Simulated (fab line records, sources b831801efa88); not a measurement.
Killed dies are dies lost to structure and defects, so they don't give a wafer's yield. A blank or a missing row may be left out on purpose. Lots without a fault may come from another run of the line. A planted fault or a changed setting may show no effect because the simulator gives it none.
fab line records | flow sky130
record lots=15 wafers=42 last_day=50
route steps=708 shown NWELL@71
lots that met no fault: from a run of the same line without faults
start_h: hours from the record's first day to the start of the lot's first wafer shown | wait_h: hours since the lot's step before | " the same as in the row above | L1.1+2: a row that stands for several wafers | - no value, or no start given | * or withheld: withheld | < > ~ a bound
route shown NAME@n: a module of which the file shows steps, and the number in the route of the first | usual: mean/standard deviation of fault-free wafers | same: alike in all rows | chamber/n: place in a boat | sites: the reading at each site | _std_site: their standard deviation | _edge_site: outer sites' mean less inner sites' | radius_mm: how far each site lies from the wafer's centre | mask NAME#n: copy n | behind: the tool/chamber that last shaped the wafer | hold: why the lot was held/for how many hours/how that ended | device: the transistor (n, p or np) that didn't switch | end of line: the same wafers' tests at the end of the route | a step without rows: its recipe alone | killed: dies lost to structure and defects at the first sort, not the wafer's yield | map: a wafer's dies, x killed, . not, _ none there
set.NAME: the setting as run; set.NAME@STEP: as run at that earlier step | model.NAME: the simulator's own value behind a step, which no gauge read
steps of the route over a sample of lots; a table a step, a row a wafer
services: from which hour (start_h, from the record's first day; less than 0 if before it) a tool's chamber was out of use, for how many hours, and why
## steps
# step SKY_NWELL_COAT_18
# recipe spin_rpm=2000 resist_thk_nm=3000
# columns lot.wafer tool chamber start_h wait_h
L858.3+4+5 litho_track-03 0 92.97 0.1
L859.1+4+6 litho_track-02 0 98.22 0.1
L861.1+5+6 litho_track-01 0 110.25 0.1
L862.1+3+6 litho_track-02 0 117.12 0.1
L863.1+4+6 litho_track-02 0 122.67 0.1
L864.1+3+5 litho_track-03 0 128.42 0.1
L866.4+6 litho_track-02 0 139.10 0.1
L868.4+5 litho_track-02 0 153.10 0.1
L872.1+5 litho_track-02 0 173.77 0.1
L874.1+3+4 litho_track-03 0 186.07 0.1
L875.1+5+6 litho_track-01 0 190.80 0.1
L876.1+4+5 litho_track-03 0 195.27 0.1
L877.1+4+5 litho_track-01 0 201.00 0.1
L878.2+4+6 litho_track-03 0 210.49 0.1
L880.1+3+6 litho_track-01 0 219.90 0.1
# step SKY_NWELL_STRIP_25
# recipe chemistry=O2/N2 power_w=1400 pressure_mtorr=1500 platen_temp_c=withheld o2_flow_sccm=3000 n2_flow_sccm=300 overash_fraction=0.5
# usual drypump_motor_current_A=5.7/0.47 oes_product_au=0.723/0.0046 strip_time_to_endpoint_s=36.92/0.12
# columns lot.wafer tool chamber start_h wait_h drypump_motor_current_A oes_product_au rf_hours_counter_h strip_time_to_endpoint_s
L858.3 plasma_asher-04 1 101.77 0.1 5.2 0.719 - 37.03
L858.4 " 0 " " 6.1 0.717 - 37.05
L858.5 " 1 " " 5.3 0.725 - 37.12
L859.1 plasma_asher-01 0 107.65 0.1 6.4 0.723 39 36.81
L859.4 " 0 " " 6.4 0.722 - 36.86
L859.6 " 0 " " 6.4 0.718 - 36.86
L861.1 plasma_asher-01 0 119.76 0.1 6.4 0.728 41 36.95
L861.5 " 0 " " 6.4 0.718 - 36.96
L861.6 " 1 " " 5.0 0.726 - 36.91
L862.1 plasma_asher-03 0 126.93 0.1 5.8 0.720 1 36.87
L862.3 " 1 " " 5.7 0.731 - 36.80
L862.6 " 1 " " 5.7 0.720 - 36.79
L863.1 plasma_asher-04 0 132.96 0.1 6.1 0.720 47 36.89
L863.4 " 0 " " 6.1 0.727 - 36.94
L863.6 " 1 " " 5.2 0.722 - 36.76
L864.1 plasma_asher-01 1 138.68 0.1 5.0 0.719 41 37.04
L864.3 " 0 " " 6.4 0.716 - 37.16
L864.5 " 1 " " 5.0 0.720 - 37.12
L866.4 plasma_asher-01 1 148.59 0.1 5.0 0.717 - 36.77
L866.6 " 0 " " 6.4 0.715 - 22.94
L868.4 plasma_asher-01 1 163.14 0.1 5.0 0.718 - 36.93
L868.5 " 0 " " 6.4 0.710 - 22.98
L872.1 plasma_asher-03 0 183.91 0.1 5.7 0.722 7 36.83
L872.5 " 1 " " 5.7 0.723 - 23.04
L874.1 plasma_asher-03 1 196.50 0.1 5.7 0.714 8 36.97
L874.3 " 1 " " 5.7 0.725 - 36.95
L874.4 " 0 " " 5.8 0.715 - 37.07
L875.1 plasma_asher-03 1 201.26 0.1 5.7 0.716 9 36.89
L875.5 " 0 " " 5.8 0.721 - 36.80
L875.6 " 1 " " 5.7 0.721 - 36.92
L876.1 plasma_asher-01 1 205.61 0.1 5.0 0.721 47 37.08
L876.4 " 1 " " 5.0 0.723 - 37.11
L876.5 " 1 " " 5.0 0.726 - 36.97
L877.1 plasma_asher-04 1 211.01 0.1 5.2 0.725 55 36.68
L877.4 " 1 " " 5.2 0.716 - 36.80
L877.5 " 1 " " 5.3 0.728 - 36.79
L878.2 plasma_asher-03 0 221.56 0.1 5.8 0.720 10 36.80
L878.4 " 0 " " 5.8 0.728 - 36.92
L878.6 " 0 " " 5.8 0.730 - 36.85
L880.1 plasma_asher-03 0 230.56 0.1 5.8 0.733 11 36.83
L880.3 " 0 " " 5.8 0.720 - 36.91
L880.6 " 1 " " 5.7 0.724 - 36.86
## services
# columns tool chamber start_h hours kind
plasma_asher-04 - 73.36 0.8 repair
plasma_asher-03 - 80.34 2.8 pm
plasma_asher-03 - 108.75 9.0 pm
plasma_asher-03 0 108.75 9.0 vent_cycle
plasma_asher-03 1 108.75 9.0 vent_cycle
plasma_asher-03 0 117.75 - clean
plasma_asher-03 1 117.75 - clean
plasma_asher-01 - 121.35 14.6 pm
plasma_asher-03 - 159.55 1.3 repair
plasma_asher-01 - 177.14 4.3 pm
plasma_asher-03 - 210.47 2.5 repair
## key
first_sign step=SKY_NWELL_STRIP_25 reading=strip_time_to_endpoint_s direction=down sigmas=99+ usual=* struck=*
effect none on later readings
met_at SKY_NWELL_COAT_18
struck_lots L866,L868,L872
struck_wafers L866.6,L868.5,L872.5
tester_left_out L866,L868,L872
onset_between 122.67 139.10
fault kind=process_parameter_drift tool=litho_track-02 chamber=- onset_h=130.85 steps=SKY_NWELL_COAT_18 channel=resist_thk_nm offset=-1197.7 shape=step end_h=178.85 scope=struck_wafers_only acts_in=these_recipes_only stated=3000
# tester_left_out: of these lots the tester's yield and bins aren't shown, on N5 and GAA mostly nor the transistor test; their killed dies are dies lost to structure and defects alone, not to doping, threshold or leakage, so they don't give the yield
